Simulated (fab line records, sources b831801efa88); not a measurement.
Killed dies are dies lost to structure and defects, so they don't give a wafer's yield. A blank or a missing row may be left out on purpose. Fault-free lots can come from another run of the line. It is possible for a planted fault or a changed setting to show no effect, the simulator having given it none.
8D (eight disciplines) problem report, filled in by code	flow sky130	the parts of the form that need people (team, actions taken, sign-off) are left out

== 1. WHAT IS WRONG ==
run-length-s at SKY_LI_CONTACT_ETCH_14 reads a mean of 80.4 s on 3 wafers of 2 lots; wafers without a fault read 74.1 s with a standard deviation of 0.51. Measured from the usual mean, that is +12 standard deviations.
The step: etches BARC in N2/H2, stops on SiO2, time 45.9 s, target depth 60 nm.
First seen on wafer L512.1, day 30 14:33, on rie-diel-02. Wafers with a number at this step in the record: 18, from 6 lots. Rule for "out", or "out of limits": more than 4 standard deviations from the usual mean. The rest of the wafers with a number are treated as sound.

== 2. WHAT IT IS AND WHAT IT IS NOT ==
question	is	is not
which readings at this step	run-length-s, oes-product-au	bias-w, drypump-motor-current-A, throttle-valve-pct
which lots	L512, L515	L510, L511, L523, L530
which wafers of those lots	L512.1, L512.5, L515.3	L512.2, L515.4, L515.6
read on which tools	rie-diel-02	rie-diel-01, rie-diel-04
when	from day 30 14:33	up to then (7 sound wafers); but 8 sound wafers of L515, L523, L530 came after

== 3. SUSPECTS, AND WHAT RULES EACH OUT ==
Counting: if a tool at a process step up to the reading ran every lot that is out, it stays a suspect. Sound lots after the first of them don't rule it out here, since some wafers of a struck lot are sound.
- rie-diel-02 at SKY_LI_CONTACT_ETCH_14 (etches BARC in N2/H2, stops on SiO2, time 45.9 s, target depth 60 nm): kept. It processed each lot that is out (first: L512, day 30 14:33); up to then, its last sound lot is L510 (day 30 07:41). On those wafers its own readings are out: oes-product-au, run-length-s.
- At SKY_LI_CONTACT_ETCH_14, inside rie-diel-02: chamber 0 took the wafers that are out, while their sound lot-mates went through chambers 1, 2.
The count leaves rie-diel-02 at SKY_LI_CONTACT_ETCH_14.

== 4. THE CAUSE (what the simulator had put in) ==
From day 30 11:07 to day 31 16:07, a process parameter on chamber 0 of rie-diel-02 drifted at SKY_LI_CONTACT_ETCH_14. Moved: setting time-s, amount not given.
After counting, this tool was the only one left.

== 5. SEQUENCE OF EFFECTS, ordered by route ==
Each row: a reading whose mean over the struck wafers that have a number lies more than 3 standard deviations from the usual. Scope: only readings with a usual standard deviation given in the record; hours: median across lots of the time from each lot's start at the first step in this table that gives one to its start at this step; sigmas: change in usual standard deviations.
hours	step	reading	usual	on struck wafers	change	sigmas
0	SKY_LI_CONTACT_ETCH_14	oes-product-au	0.856 a.u.	0.801	-0.055	-11
0	SKY_LI_CONTACT_ETCH_14	run-length-s	74.1 s	80.4	+6.3	+12
It contains these process steps:
- SKY_LI_CONTACT_ETCH_14: etches BARC in N2/H2, stops on SiO2, time 45.9 s, target depth 60 nm.

== 6. HOW IT WOULD HAVE BEEN CAUGHT EARLIER ==
First out-of-limits reading in this record: day 30 14:33, which is 3 hours after fault onset at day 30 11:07.
